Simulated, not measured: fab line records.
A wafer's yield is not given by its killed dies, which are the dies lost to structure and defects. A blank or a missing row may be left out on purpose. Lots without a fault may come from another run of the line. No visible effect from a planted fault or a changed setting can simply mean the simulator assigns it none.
Chamber matching    flow sky130    cmp-01 running SKY_CONTACT_CMP_04: 4 sister chambers
The step polishes SiO2. 18 wafers are shown with their chamber, then 9 later ones without.

== WAFERS, EACH WITH ITS CHAMBER ==
wafer   chamber  motorCurrentA (A)  timeToEndpointS (s)
L392.2  1        12.4               86
L392.3  0        11.7               83
L392.5  1        13.5               85
L393.1  0        13.1               76
L393.4  3        12.7               80
L393.6  0        13.1               78
L394.1  1        12.5               77
L394.2  2        14.5               82
L394.3  3        13.8               80
L396.2  1        13.1               92
L396.3  0        12.3               83
L396.5  3        13.4               96
L401.1  1        12.0               81
L401.4  2        13.4               87
L401.5  2        13.3               83
L407.2  3        12.9               89
L407.3  2        13.8               82
L407.4  1        12.8               81

SIGNATURES (averages over the wafers above)
reading          chamber 0  chamber 1  chamber 2  chamber 3  scatter within a chamber
motorCurrentA    12.550     12.717     13.750     13.200     0.564
timeToEndpointS  80.00      83.67      83.50      86.25      5.15
Rule: a wafer's distance from a chamber is the root of the sum, over the readings, of the square of ((its reading less the chamber's mean) divided by the reading's scatter). If the next closest chamber is less than 2 further off than the closest, the wafer can't be placed; otherwise it belongs to the closest. The scatter is the square root of a quotient: the sum, over the shown wafers, of each reading's squared deviation from its chamber's mean, divided by wafers minus chambers.

== WAFERS WITH NO CHAMBER GIVEN ==
wafer   motorCurrentA (A)  timeToEndpointS (s)
L411.2  12.9               84
L411.4  12.3               84
L411.5  14.3               89
L412.3  12.6               84
L412.4  12.8               78
L412.5  14.4               79
L414.2  12.1               78
L414.3  12.5               74
L414.4  13.1               80

== EACH ONE'S CHAMBER ==
wafer   from the rows above                in truth
L411.2  can't be placed: 1 or 3 or 0 or 2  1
L411.4  can't be placed: 1 or 0 or 3 or 2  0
L411.5  can't be placed: 2 or 3 or 1       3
L412.3  can't be placed: 1 or 0 or 3 or 2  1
L412.4  can't be placed: 0 or 1 or 3 or 2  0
L412.5  can't be placed: 2 or 3 or 1 or 0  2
L414.2  can't be placed: 0 or 1 or 3       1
L414.3  can't be placed: 0 or 1 or 3 or 2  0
L414.4  can't be placed: 0 or 1 or 3 or 2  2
Correct placement for 0 of the 9. These rows do not allow placing 9 (true chamber among the candidates in 9). Wrongly placed: 0.
